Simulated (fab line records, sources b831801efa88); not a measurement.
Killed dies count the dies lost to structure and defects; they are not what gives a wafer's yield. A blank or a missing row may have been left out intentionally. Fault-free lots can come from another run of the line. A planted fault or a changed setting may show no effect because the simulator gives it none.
Which tool was responsible?    flow sky130    10 lots, 30 wafers sampled, at 1 step of a route of 708

WHAT EACH GAUGE READ, for each wafer
SKY_VIA1_OVL_MEAS_13. Usual: for VIA1_OVL the level is 2 nm and the standard deviation is 5.3.
lot   measured      on          VIA1_OVL (nm)  flag
L416  day 34 09:24  overlay-01  5 4 -4         
L417  day 34 17:59  overlay-01  -1 -3 -6       
L419  day 35 08:41  overlay-02  -1 -3 2        
L420  day 35 10:31  overlay-01  8 3 7          
L421  day 36 09:34  overlay-01  -2 4 9         
L424  day 37 03:58  overlay-02  -7 -8 0        
L428  day 38 08:30  overlay-02  -2 -5 -7       
L432  day 39 08:39  overlay-02  -8 -9 -2       
L434  day 40 09:00  overlay-01  -2 7 8         
L438  day 41 10:06  overlay-02  5 12 -2        

TOOL THAT RAN EACH LOT (tool first, then ch and the chambers of the sampled wafers, then the start)
The record shows no process step preceding these readings.

AS READ BY THE TOOLS THEMSELVES (means over the sampled wafers that have a number; for cases with no such wafer, the mark the record gives instead)
The record holds no such reading with a usual standard deviation.

THE ANSWER, worked out from the rows above alone
Rule: take the mean of a lot's wafers that have a number; if it is more than 3 standard deviations from the usual mean, the lot is off. A lot without any number at a reading at which 4 lots or more have one is off too. The other lots that the step has rows for count as sound. After the gauges, taken in route order, come the tools' own readings; for these a lot's mean is taken, as printed above. At the first step where some lot is off, the reading lying furthest off is the one used; lots without a number count as furthest.
Nothing can be told from this: no lot is off at any reading shown.

WHAT WAS PUT IN BY THE SIMULATOR
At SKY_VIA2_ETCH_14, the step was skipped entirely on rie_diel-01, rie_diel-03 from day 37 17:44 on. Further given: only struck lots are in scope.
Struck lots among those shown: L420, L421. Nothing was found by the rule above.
